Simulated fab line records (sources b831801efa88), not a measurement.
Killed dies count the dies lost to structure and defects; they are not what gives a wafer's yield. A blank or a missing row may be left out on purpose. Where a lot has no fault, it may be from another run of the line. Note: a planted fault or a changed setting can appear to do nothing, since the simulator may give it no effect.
A lot that was struck, set against a sound lot	flow gf180mcu	15 out of 602 route steps
Sound: the wafers L195.1, L195.2, L195.4. The struck wafers were L186.2, L186.3, L186.4. The cause comes at the end.
Per side, at each step with rows, come the tool, then ch with its chambers, and then its first start. Under that, the readings that differ: sound wafers	struck wafers	difference of the means	sigmas: that difference in standard deviations of wafers without a fault.
alike: readings whose means differ by less than 2 such deviations, and words and numbers that are the same on both sides. not compared: withheld readings, readings that some wafer has no value for, bounds like >300 that may hide the same value, and numbers for which the record gives no deviation and whose values overlap.
Wherever a step has rows on one side only, a row that says differs or no value, or a row with sigmas, the two part there. When numbers do not overlap yet have no deviation, they are printed without sigmas and do not part them. A reading missing from all wafers of one side parts the sides only when that side holds two or more wafers.

first, 3 steps without rows for these wafers: GF_V5_STRIP_18 (strips in O2/N2); GF_V5_STRIP_19 (strips in post etch residue remover, time 1200 s); GF_V5_CLEAN_20 (cleans in DIW).
GF_V5_SPUTTER_21: material Ti, target thk 15 nm, time 80.02 s.
  sound on pvdSputter-04 at day 32 22:04; struck on pvdSputter-04 at day 30 10:07
  alike: cathodeDcPowerW, chamberPressurePa, substrateTempC, throttleValvePct
GF_V5_SPUTTER_22: material TiN, target thk 10 nm, time 40 s.
  sound on pvdSputter-04 at day 32 22:07; struck on pvdSputter-04 at day 30 10:10
  alike: cathodeDcPowerW, chamberPressurePa, throttleValvePct
then, 1 step without rows for these wafers: GF_V5_CVD_23 (deposits W, target thk 350 nm, time 104.9 s).
GF_V5_RS_MEAS_24: measurement is done with a four-point probe.
  sound on filmMetro-02 at day 32 22:16; struck on filmMetro-03 at day 30 10:20
  alike: V5_W_RS
GF_V5_THK_MEAS_25: measures by xrf.
  sound on filmMetro-02 at day 32 22:23; struck on filmMetro-03 at day 30 10:27
  alike: V5_W_THK
GF_V5_CMP_26: polishes, stops on SiO2, t overpolish 15 s, target thk 0 nm.
  sound on cmp-01 ch 1,2,3, day 32 22:27; struck on cmp-02 ch 0,1,2, day 30 10:30
  alike: motorCurrentA, overpolishRunS, timeToEndpointS
GF_TOP_METAL_SPUTTER_00: material Ti, target thk 37.5 nm, time 150 s.
  sound on pvdSputter-02 at day 32 22:45; struck on pvdSputter-01 at day 30 10:48
  alike: cathodeDcPowerW, chamberPressurePa, substrateTempC, throttleValvePct
GF_TOP_METAL_SPUTTER_01: material TiN, target thk 30 nm, time 25 s.
  sound on pvdSputter-02 at day 32 22:51; struck on pvdSputter-01 at day 30 10:54
  alike: cathodeDcPowerW, chamberPressurePa, throttleValvePct
then, 1 step without rows for these wafers: GF_TOP_METAL_SPUTTER_02 (material AlCu, target thk 900 nm, time 47.82 s).
GF_TOP_METAL_SPUTTER_03: material Ti, target thk 5 nm, time 3.184 s.
  sound on pvdSputter-02 at day 32 22:56; struck on pvdSputter-01 at day 30 10:58
  no value came back on the struck wafers for cathodeDcPowerW (W), chamberPressurePa (Pa), substrateTempC (C), throttleValvePct (%); on the sound wafers cathodeDcPowerW (W) reads 3000.0 3000.8 2999.9
then, 1 step without rows for these wafers: GF_TOP_METAL_SPUTTER_04 (material TiN, target thk 25 nm, time 20.8 s).
GF_PASSIVATION_PROBE_99:
  record: rows for the struck wafers here (prober-02, day 32 01:43), none for the sound ones

== WHERE THEY PART ==
Last at GF_PASSIVATION_PROBE_99 as far as this record goes, first at GF_TOP_METAL_SPUTTER_03.

WHY: what had been put in by the simulator
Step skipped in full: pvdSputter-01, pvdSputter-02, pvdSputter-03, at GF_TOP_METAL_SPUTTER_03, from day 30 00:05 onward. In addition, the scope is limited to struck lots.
